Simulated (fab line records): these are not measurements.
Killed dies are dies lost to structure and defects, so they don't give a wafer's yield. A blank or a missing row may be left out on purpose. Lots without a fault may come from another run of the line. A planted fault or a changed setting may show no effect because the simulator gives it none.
fab line records ; flow sky130
record lots=13; wafers=39; last_day=51
route steps=708 shown FIELD_ISO@3 VT_ADJUST_LVTN@115 GATE_OXIDE@200 LDD_N@244 PAD_OPEN@708
lots with no fault: from the same line, run without faults
start_h: hours from the record's first day to the start of the lot's first wafer shown ; wait_h: time in hours since the lot's previous step ; " identical to the entry in the row above ; L1.1+2: a single row standing in for several wafers ; - no value, or no start given ; * or withheld: withheld ; < > ~ a bound
route shown NAME@n: names a module that has steps shown in the file, with the first one's number in the route ; usual: average and standard deviation across the fault-free wafers ; same: alike in all rows ; chamber/n: place in a boat ; sites: per-site readings ; _std_site: standard deviation across them ; _edge_site: mean of outer sites minus mean of inner sites ; radius_mm: how far each site lies from the wafer's centre ; mask NAME#n: copy n ; behind: the tool/chamber that last shaped the wafer ; hold: why the lot was held/for how many hours/how that ended ; device: the n, p or np transistor that did not switch ; end of line: the tests these same wafers got at the end of their route ; a step given without rows: its recipe and nothing more ; killed: not the wafer's yield, but the dies lost to structure and defects at the first sort ; map: dies across one wafer; x = killed, . = not, _ = none there
set.NAME: the setting the step ran with; set.NAME@STEP: the setting that earlier step ran with ; model.NAME: the simulator's own value behind a step, which no gauge read
a sample of lots followed through the steps of the route, with each step as a table and each wafer as a row
services: the hour from which a tool's chamber was out of use, counted from the record's first day as start_h (under 0 if before that day), plus the number of hours and why
## steps
# step SKY_FIELD_ISO_THK_MEAS_02
# recipe reads=SiO2_of_FIELD_ISO_OXIDATION_01
# usual FIELD_ISO_OXIDATION_00_THK=12.08/0.26
lot.wafer;tool;chamber;start_h;wait_h;FIELD_ISO_OXIDATION_00_THK[nm]
L130.1;film_metro-03;-;16.76;0.0;12.23
L130.4;film_metro-03;-;16.76;0.0;12.25
L130.5;film_metro-03;-;16.76;0.0;12.19
L131.1;film_metro-03;-;21.63;0.0;12.16
L131.2;film_metro-03;-;21.63;0.0;12.24
L131.4;film_metro-03;-;21.63;0.0;12.29
L132.3;film_metro-03;-;26.65;0.0;12.06
L132.4;film_metro-03;-;26.65;0.0;12.40
L132.5;film_metro-03;-;26.65;0.0;11.91
L134.1;film_metro-03;-;36.95;0.0;11.73
L134.3;film_metro-03;-;36.95;0.0;12.03
L134.4;film_metro-03;-;36.95;0.0;11.98
L135.2;film_metro-01;-;43.72;0.0;12.31
L135.3;film_metro-01;-;43.72;0.0;12.06
L135.6;film_metro-01;-;43.72;0.0;12.09
L137.2;film_metro-03;-;51.82;0.0;12.30
L137.3;film_metro-03;-;51.82;0.0;12.31
L137.6;film_metro-03;-;51.82;0.0;12.51
L136.3;film_metro-02;-;51.83;0.0;12.39
L136.4;film_metro-02;-;51.83;0.0;12.32
L136.5;film_metro-02;-;51.83;0.0;12.17
L138.2;film_metro-01;-;58.58;0.0;12.33
L138.3;film_metro-01;-;58.58;0.0;12.38
L138.4;film_metro-01;-;58.58;0.0;12.48
L139.3;film_metro-03;-;63.00;0.0;12.63
L139.4;film_metro-03;-;63.00;0.0;12.54
L139.6;film_metro-03;-;63.00;0.0;12.47
L144.1;film_metro-03;-;87.21;0.0;11.46
L144.3;film_metro-03;-;87.21;0.0;11.29
L144.4;film_metro-03;-;87.21;0.0;11.40
L149.2;film_metro-02;-;114.32;0.0;11.77
L149.4;film_metro-02;-;114.32;0.0;11.94
L149.6;film_metro-02;-;114.32;0.0;11.86
L150.4;film_metro-02;-;124.20;0.0;11.96
L150.5;film_metro-02;-;124.20;0.0;12.21
L150.6;film_metro-02;-;124.20;0.0;12.00
L152.2;film_metro-02;-;131.03;0.0;11.86
L152.4;film_metro-02;-;131.03;0.0;12.00
L152.5;film_metro-02;-;131.03;0.0;12.00
# step SKY_VT_ADJUST_LVTN_OVL_MEAS_18
# usual VT_ADJUST_LVTN_01_OVL=0.8/1.6
lot.wafer;tool;chamber;start_h;wait_h;VT_ADJUST_LVTN_01_OVL[nm]
L130.1;overlay-02;-;175.84;0.1;-0.5
L130.4;overlay-02;-;175.84;0.1;-0.2
L130.5;overlay-02;-;175.84;0.1;-0.5
L131.1;overlay-01;-;181.32;0.1;1.8
L131.2;overlay-01;-;181.32;0.1;0.0
L131.4;overlay-01;-;181.32;0.1;0.7
L132.3;overlay-01;-;191.35;0.1;1.5
L132.4;overlay-01;-;191.35;0.1;0.0
L132.5;overlay-01;-;191.35;0.1;1.6
L134.1;overlay-01;-;196.55;0.1;3.3
L134.3;overlay-01;-;196.55;0.1;2.6
L134.4;overlay-01;-;196.55;0.1;3.3
L135.2;overlay-01;-;205.63;0.1;1.1
L135.3;overlay-01;-;205.63;0.1;2.7
L135.6;overlay-01;-;205.63;0.1;0.6
L136.3;overlay-01;-;214.12;0.1;1.3
L136.4;overlay-01;-;214.12;0.1;2.6
L136.5;overlay-01;-;214.12;0.1;0.9
L137.2;overlay-02;-;214.33;0.1;-0.9
L137.3;overlay-02;-;214.33;0.1;-1.5
L137.6;overlay-02;-;214.33;0.1;0.4
L138.2;overlay-02;-;227.48;0.1;-3.3
L138.3;overlay-02;-;227.48;0.1;-0.2
L138.4;overlay-02;-;227.48;0.1;-1.7
L139.3;overlay-02;-;235.67;0.1;2.9
L139.4;overlay-02;-;235.67;0.1;0.3
L139.6;overlay-02;-;235.67;0.1;0.8
L144.1;overlay-01;-;286.80;0.1;2.0
L144.3;overlay-01;-;286.80;0.1;0.3
L144.4;overlay-01;-;286.80;0.1;-1.0
L149.2;overlay-01;-;313.24;0.1;1.6
L149.4;overlay-01;-;313.24;0.1;0.0
L149.6;overlay-01;-;313.24;0.1;0.6
L150.4;overlay-01;-;317.37;0.1;1.5
L150.5;overlay-01;-;317.37;0.1;0.4
L150.6;overlay-01;-;317.37;0.1;2.5
L152.2;overlay-02;-;326.99;0.1;-1.7
L152.4;overlay-02;-;326.99;0.1;-0.5
L152.5;overlay-02;-;326.99;0.1;0.0
# step SKY_GATE_OXIDE_STRIP_13
# recipe chemistry=O2/N2; power_w=1400; pressure_mtorr=1500; platen_temp_c=withheld; o2_flow_sccm=3000; n2_flow_sccm=300; overash_fraction=0.5
# usual drypump_motor_current_A=5.5/0.44; oes_product_au=0.715/0.0041; strip_time_to_endpoint_s=14.17/0.039
lot.wafer;tool;chamber;start_h;wait_h;drypump_motor_current_A;oes_product_au;rf_hours_counter_h;strip_time_to_endpoint_s
L130.1;plasma_asher-01;1;325.92;0.0;4.9;0.717;53;14.18
L130.4;plasma_asher-01;1;325.92;0.0;4.8;0.718;-;14.17
L130.5;plasma_asher-01;0;325.92;0.0;5.7;0.713;-;14.20
L131.1;plasma_asher-03;0;333.29;0.0;6.3;0.712;62;14.20
L131.2;plasma_asher-03;1;333.29;0.0;5.8;0.717;62;14.20
L131.4;plasma_asher-03;1;333.29;0.0;5.8;0.716;-;14.24
L132.3;plasma_asher-02;0;345.65;0.0;5.1;0.713;-;14.16
L132.4;plasma_asher-02;1;345.65;0.0;5.6;0.717;-;14.15
L132.5;plasma_asher-02;0;345.65;0.0;5.1;0.717;-;14.16
L134.1;plasma_asher-02;0;348.50;0.0;5.1;0.707;23;14.14
L134.3;plasma_asher-02;1;348.50;0.0;5.6;0.717;-;14.20
L134.4;plasma_asher-02;0;348.50;0.0;5.1;0.717;-;14.14
L135.2;plasma_asher-02;1;365.32;0.0;5.6;0.724;24;14.19
L135.3;plasma_asher-02;1;365.32;0.0;5.6;0.708;-;14.21
L135.6;plasma_asher-02;0;365.32;0.0;5.1;0.712;-;14.20
L136.3;plasma_asher-02;1;374.79;0.0;5.6;0.720;-;14.17
L136.4;plasma_asher-02;0;374.79;0.0;5.1;0.716;-;14.22
L136.5;plasma_asher-02;1;374.79;0.0;5.6;0.717;-;14.20
L137.2;plasma_asher-02;1;378.94;0.0;5.6;0.716;26;14.23
L137.3;plasma_asher-02;1;378.94;0.0;5.6;0.712;-;14.24
L137.6;plasma_asher-02;1;378.94;0.0;5.6;0.710;-;14.21
L138.2;plasma_asher-03;0;390.54;0.0;6.3;0.726;68;14.24
L138.3;plasma_asher-03;0;390.54;0.0;6.3;0.721;-;14.18
L138.4;plasma_asher-03;1;390.54;0.0;5.8;0.717;-;14.24
L139.3;plasma_asher-02;1;400.89;0.0;5.6;0.721;-;14.15
L139.4;plasma_asher-02;0;400.89;0.0;5.1;0.719;-;14.17
L139.6;plasma_asher-02;1;400.89;0.0;5.6;0.721;-;14.18
L144.1;plasma_asher-01;0;465.06;0.0;5.6;0.953;64;-
L144.3;plasma_asher-01;1;465.06;0.0;4.8;0.945;-;-
L144.4;plasma_asher-01;0;465.06;0.0;5.7;0.938;-;-
L149.2;plasma_asher-02;0;500.26;0.0;5.1;0.712;39;14.20
L149.4;plasma_asher-02;1;500.26;0.0;5.6;0.724;-;14.19
L149.6;plasma_asher-02;1;500.26;0.0;5.6;0.710;-;14.22
L150.4;plasma_asher-03;0;507.60;0.0;6.4;0.712;-;14.16
L150.5;plasma_asher-03;1;507.60;0.0;5.8;0.719;-;14.19
L150.6;plasma_asher-03;0;507.60;0.0;6.4;0.719;-;14.16
L152.2;plasma_asher-01;0;516.71;0.0;5.7;0.724;70;14.19
L152.4;plasma_asher-01;0;516.71;0.0;5.7;0.718;-;14.17
L152.5;plasma_asher-01;1;516.71;0.0;4.8;0.717;-;14.21
# step SKY_LDD_N_OVL_MEAS_07
# usual LDD_N_OVL=0.2/1.4
lot.wafer;tool;chamber;start_h;wait_h;LDD_N_OVL[nm]
L130.1;overlay-02;-;418.48;0.1;-1.3
L130.4;overlay-02;-;418.48;0.1;-1.0
L130.5;overlay-02;-;418.48;0.1;-0.8
L131.1;overlay-01;-;427.48;0.1;2.6
L131.2;overlay-01;-;427.48;0.1;1.6
L131.4;overlay-01;-;427.48;0.1;1.2
L132.3;overlay-01;-;444.71;0.1;-1.3
L132.4;overlay-01;-;444.71;0.1;-1.8
L132.5;overlay-01;-;444.71;0.1;-0.9
L134.1;overlay-01;-;446.43;0.1;1.1
L134.3;overlay-01;-;446.43;0.1;1.1
L134.4;overlay-01;-;446.43;0.1;0.7
L135.2;overlay-02;-;465.46;0.1;-0.1
L135.3;overlay-02;-;465.46;0.1;-0.5
L135.6;overlay-02;-;465.46;0.1;0.7
L136.3;overlay-01;-;478.10;0.1;-0.8
L136.4;overlay-01;-;478.10;0.1;-0.9
L136.5;overlay-01;-;478.10;0.1;-0.1
L137.2;overlay-02;-;478.28;0.1;-0.7
L137.3;overlay-02;-;478.28;0.1;-2.1
L137.6;overlay-02;-;478.28;0.1;-0.2
L138.2;overlay-02;-;495.56;0.1;-0.2
L138.3;overlay-02;-;495.56;0.1;2.4
L138.4;overlay-02;-;495.56;0.1;0.1
L139.3;overlay-02;-;506.09;0.1;-0.1
L139.4;overlay-02;-;506.09;0.1;1.8
L139.6;overlay-02;-;506.09;0.1;-0.5
L149.2;overlay-01;-;600.11;0.1;1.5
L149.4;overlay-01;-;600.11;0.1;2.1
L149.6;overlay-01;-;600.11;0.1;1.7
L150.4;overlay-02;-;607.77;0.1;1.8
L150.5;overlay-02;-;607.77;0.1;1.7
L150.6;overlay-02;-;607.77;0.1;0.0
L152.2;overlay-01;-;614.66;0.1;0.4
L152.4;overlay-01;-;614.66;0.1;-0.8
L152.5;overlay-01;-;614.66;0.1;-0.8
# step SKY_PAD_OPEN_PROBE_99
# usual killed_at_M0_to_M3=44/7.4; killed_at_M4_up=3.1/1.8; killed_at_contacts=25/6; killed_at_front_end=15/4.4; killed_at_other=0.3/0.49; killed_dies=88/10; killed_on_rim=17/3.6; killed_open=48/7.4; killed_short=39/6.3
# same gross_dies=492; killed_at_back_side=0
lot.wafer;tool;chamber;start_h;wait_h;killed_at_M0_to_M3;killed_at_M4_up;killed_at_contacts;killed_at_front_end;killed_at_other;killed_dies;killed_on_rim;killed_open;killed_short
L144.1;prober-01;-;1184.65;0.1;41;5;21;425;0;492;96;46;34
L144.3;prober-01;-;1184.75;0.2;47;4;25;416;0;492;96;47;47
L144.4;prober-01;-;1184.80;0.2;49;4;24;415;0;492;96;55;51
# killed by level:class
L144.1 POLY_GATE:area_cvd=207 GATE_OXIDE:area_oxidation=205 VIA1:geometric_particle:open=17 CONTACT:geometric_particle:open=7 LI_CONTACT:geometric_particle:open=5 VIA2:geometric_particle:open=5 VIA2:geometric_particle:short=5 LI_CONTACT:geometric_particle:short=4
L144.3 POLY_GATE:area_cvd=204 GATE_OXIDE:area_oxidation=194 CONTACT:geometric_particle:open=9 LI_CONTACT:geometric_particle:open=8 METAL2:geometric_particle:short=8 VIA2:geometric_particle:open=8 VIA1:geometric_particle:open=7 FIELD_ISO:geometric_particle:open=5
L144.4 POLY_GATE:area_cvd=209 GATE_OXIDE:area_oxidation=177 FIELD_ISO:geometric_particle:open=10 CONTACT:geometric_particle:open=10 VIA3:geometric_particle:open=8 VIA1:geometric_particle:open=8 FIELD_ISO:geometric_particle:short=6 METAL2:geometric_particle:short=6
## services
tool;chamber;start_h;hours;kind
plasma_asher-02;-;318.74;1.2;repair
plasma_asher-01;-;340.67;2.8;pm
plasma_asher-01;-;370.09;15.9;pm
plasma_asher-02;-;395.60;0.8;repair
plasma_asher-01;-;397.68;13.3;repair
plasma_asher-01;-;415.23;0.5;repair
plasma_asher-03;-;456.20;14.6;pm
## key
first_sign step=SKY_GATE_OXIDE_STRIP_13; reading=oes_product_au; direction=up; sigmas=56; usual=0.715; struck=0.945
effect step=SKY_PAD_OPEN_PROBE_99; reading=killed_at_front_end; direction=up; sigmas=91; usual=15; struck=419
more_kills_born_at SKY_POLY_GATE_CVD_00@lpcvd-01=620; SKY_GATE_OXIDE_OXIDATION_16@furnace-01=576
met_at SKY_GATE_OXIDE_STRIP_13
struck_lots L144
later_rows_left_out L144.1,L144.3,L144.4
tester_left_out L144
not_acting_at SKY_FIELD_ISO_THK_MEAS_02,SKY_VT_ADJUST_LVTN_OVL_MEAS_18,SKY_LDD_N_OVL_MEAS_07
onset_between 325.92 465.06
fault kind=strip_aborted; tool=plasma_asher-01; chamber=-; onset_h=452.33; steps=SKY_GATE_OXIDE_STRIP_13; offset=0.51795; end_h=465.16
# tester_left_out: of these lots the tester's yield and bins aren't shown, on N5 and GAA mostly nor the transistor test; their killed dies are dies lost to structure and defects alone, not to doping, threshold or leakage, so they don't give the yield
# later_rows_left_out: the simulator's readings of these wafers behind a module that went badly wrong aren't trusted and aren't shown, but for the sort
